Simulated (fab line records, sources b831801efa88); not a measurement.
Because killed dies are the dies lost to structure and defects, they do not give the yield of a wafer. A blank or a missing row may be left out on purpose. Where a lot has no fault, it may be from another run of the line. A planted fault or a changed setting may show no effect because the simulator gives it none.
The same fault as seen by 2 desks    flow gf180mcu    each desk holds nothing but its own numbers, with what lay behind them at the end

## THE TOOL OWNER'S DESK: litho track-03
The tool's own readings at GF_SAB_COAT_04 (resist thk 1000 nm): means of the sampled wafers that have a number, for each lot that ran on this tool. Marked OUT: a lot whose mean sits more than 4 standard deviations from the usual mean, which makes it out of limits; the brackets give that distance.
Columns: A = spin speed rpm at GF_SAB_COAT_04, usual 2999.8 rpm
lot   first seen here  A
L271  day 15 20:23     3001.0
L274  day 16 15:50     2999.0
L280  day 19 00:31     2998.2
L288  day 21 22:04     3318.8 (+99 or more) OUT
L290  day 22 05:34     3318.3 (+99 or more) OUT
Finding of this desk: L288, L290 out of limits; the first was L288 at day 21 22:04, on spin speed rpm at GF_SAB_COAT_04. In limits: L271, L274, L280.

## FROM THE METROLOGY DESK
Means of the sampled wafers that have a number, per lot and without regard to the tool the lot ran on: this is what the gauges read. Marked OUT: a lot whose mean sits more than 4 standard deviations from the usual mean, which makes it out of limits; the brackets give that distance.
Columns: A = NSD_TW at GF_NSD_TW_MEAS_12, usual 4258; B = cd nm at GF_SAB_CD_MEAS_09, usual 419.7 nm; C = SALICIDE_TIN_THK at GF_SALICIDE_THK_MEAS_05, usual 20.22 nm
lot   first seen here  A     B      C
L269  day 14 04:03     4246  418.1  19.95
L271  day 14 11:38     4266  420.4  19.86
L273  day 15 01:14     4269  418.4  20.54
L274  day 15 07:20     4266  423.3  20.38
L275  day 15 20:27     4270  416.7  20.20
L276  day 16 02:16     4266  415.6  20.46
L277  day 16 08:37     4280  422.8  20.34
L278  day 16 17:42     4242  419.5  20.39
L280  day 17 12:10     4216  422.1  20.01
L284  day 18 18:27     4277  417.8  20.46
L288  day 20 09:49     4237  413.4  20.04
L290  day 20 17:34     4258  414.9  20.01
Finding of this desk: none of the 12 lots has anything out of limits.

## ALL TOGETHER
The tool owner's desk had the chance to raise an alarm at day 21 22:04 on L288, L290.
From the metrology desk's view, nothing was out of limits.
The metrology desk has L288, L290 on record, within its limits.
Every lot named ran GF_SAB_COAT_04 on litho track-03.

## WHAT WAS PUT IN BY THE SIMULATOR
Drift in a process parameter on litho track-03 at GF_SAB_COAT_04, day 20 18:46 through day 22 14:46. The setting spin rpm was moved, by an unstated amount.
Lots struck among those shown: L288, L290.
Time in hours from fault onset to the first out-of-limits reading at each desk: the tool owner's desk, 27.
